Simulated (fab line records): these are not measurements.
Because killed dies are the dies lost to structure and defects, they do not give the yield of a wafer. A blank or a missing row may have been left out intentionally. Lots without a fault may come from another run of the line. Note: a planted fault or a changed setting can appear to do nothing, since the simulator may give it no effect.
A lot that was struck, set against a sound lot / flow sky130 / 16 steps out of a route of 708
Sound: wafers L308.1, L308.4, L308.5. Wafers L322.3, L322.4, L322.6 were the ones struck. The cause is named last.
Order at every step that has rows: each side's tool, ch and its chambers, its first start. Under that, the readings that differ: sound wafers / struck wafers / difference of the means / sigmas: that difference in standard deviations of wafers without a fault.
alike: readings with means less than 2 such deviations apart, plus words and numbers identical on both sides. not compared: withheld readings, readings lacking a value on some wafer, bounds such as >300 that could conceal the same value, and numbers that have no deviation in the record and whose values overlap.
Wherever a step has rows on one side only, a row that says differs or no value, or a row with sigmas, the two part there. Numbers that have no deviation but don't overlap get no sigmas and don't part them. A reading that every wafer of one side lacks parts them only if that side has two wafers or more.

first, 5 steps without rows for these wafers: SKY_SONOS_TUNNEL_COAT_02 (resist thk 1140 nm); SKY_SONOS_TUNNEL_SOFTBAKE_03 (time 60 s); SKY_SONOS_TUNNEL_EXPOSE_04 (exposes mask TUNM, target cd 410 nm); SKY_SONOS_TUNNEL_PEB_05; SKY_SONOS_TUNNEL_DEVELOP_06 (develop time 60 s).
SKY_SONOS_TUNNEL_CD_MEAS_07 targets a cd of 410 nm.
  sound on cd sem-01 at day 11 13:44; struck on cd sem-02 at day 16 07:37
  alike: cd nm
SKY_SONOS_TUNNEL_OVL_MEAS_08:
  sound on overlay-02 at day 11 13:52; struck on overlay-02 at day 16 07:42
  alike: SONOS_TUNNEL_OVL
then, 3 steps without rows for these wafers: SKY_SONOS_TUNNEL_IMPLANT_09; SKY_SONOS_TUNNEL_WET_ETCH_10 (etches SiO2 in dHF, target depth 14 nm, time 280 s); SKY_SONOS_TUNNEL_STRIP_11 (strips in SPM, time 600 s).
SKY_SONOS_TUNNEL_TW_MEAS_12:
  sound on film metro-02 at day 11 14:20; struck on film metro-02 at day 16 08:10
  alike: SONOS_TUNNEL_TW
then, 1 step without rows for these wafers: SKY_SONOS_TUNNEL_CLEAN_13 (cleans in dHF, time 20 s).
SKY_SONOS_ONO_OXIDATION_00: stabilise 600 s, purge 300 s, target thk 2.6 nm.
  sound on furnace-02 ch 0, day 11 17:58; struck on furnace-02 ch 0, day 16 08:25
reading=spike tc bottom C (C); sound=818.9 820.5 819.8; struck=802.8 800.2 800.0; difference=-18.7; sigmas=-13
reading=spike tc centre C (C); sound=801.4 799.9 801.5; struck=782.8 782.7 783.9; difference=-17.8; sigmas=-18
reading=spike tc lower C (C); sound=798.7 799.1 799.8; struck=782.2 781.1 782.4; difference=-17.3; sigmas=-12
reading=spike tc top C (C); sound=808.1 807.7 806.3; struck=791.9 792.1 790.9; difference=-15.7; sigmas=-8
reading=spike tc upper C (C); sound=800.4 799.4 801.0; struck=782.9 781.2 781.3; difference=-18.5; sigmas=-17
reading=tube center temp C (C); sound=800.07 800.08 800.12; struck=782.57 782.63 782.61; difference=-17.49; sigmas=-99 or more
reading=tube_center_temp_C_max; sound=802.3 802.4 802.5; struck=784.2 784.6 785.0; difference=-17.8; sigmas=-52
reading=zone power centre pct (%); sound=15.01 15.16 15.11; struck=14.62 14.59 14.41; difference=-0.55; sigmas=-3
reading=model.SiO2_of_SONOS_ONO_OXIDATION_00.thk nm (nm); sound=2.53 2.549 2.588; struck=1.984 1.989 1.99; difference=-0.568; sigmas=
SKY_SONOS_ONO_THK_MEAS_01:
  sound on film metro-01 at day 11 19:19; struck on film metro-02 at day 16 09:46
reading=SONOS_ONO_OXIDATION_THK (nm); sound=2.48 2.56 2.56; struck=1.95 1.98 1.94; difference=-0.58; sigmas=-9
then, 1 step without rows for these wafers: SKY_SONOS_ONO_CVD_02 (deposits Si3N4 from DCS/NH3, target thk 10.5 nm, time 180 s).
-- the record jumps here: 33 days lie between the struck wafers' starts before and after (it left off in module SONOS_ONO and takes up again in module PAD_OPEN, whose first step shown is number 708 of the route) --
SKY_PAD_OPEN_PROBE_99:
  sound on prober-02 at day 46 02:09; struck on prober-02 at day 49 14:22
reading=model.etest.sonos erased.drive ua um; sound=210.6 202.1 196; struck=236.4 276.7 227.4; difference=+43.9; sigmas=
reading=model.etest.cap ono.gate log10 a cm2; sound=-7.374 -7.46 -7.363; struck=-7.025 -6.948 -7.111; difference=+0.371; sigmas=
reading=model.etest.cap ono.tox acc nm (nm); sound=12.43 12.49 12.49; struck=12.12 12.13 12.27; difference=-0.30; sigmas=
reading=model.etest.sonos erased.vt v (V); sound=-2.437 -2.395 -2.396; struck=-2.609 -2.651 -2.588; difference=-0.207; sigmas=
reading=model.etest.sonos baked.vt less v (V); sound=-0.5283 -0.5688 -0.5461; struck=-0.7652 -0.7174 -0.706; difference=-0.1818; sigmas=
reading=model.etest.sonos baked.vt v (V); sound=1.129 1.025 1.085; struck=0.8646 0.8905 0.8441; difference=-0.2133; sigmas=
  alike: killed_at_M0_to_M3, killed_at_M4_up, killed at contacts, killed at front end, killed at other, killed dies, killed open, killed short
  not compared: model.etest.sonos uncharged.r on ohm um, model.etest.cap ono.gate bv v

WHERE THEY PART
At SKY_SONOS_ONO_OXIDATION_00 first; at SKY_SONOS_ONO_THK_MEAS_01 last (within this record only). Later steps at which nothing parts them and some readings are alike: SKY_PAD_OPEN_PROBE_99.

WHY: whatever the simulator had introduced
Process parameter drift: furnace-02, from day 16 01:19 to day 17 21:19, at SKY_SONOS_ONO_OXIDATION_00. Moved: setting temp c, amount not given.
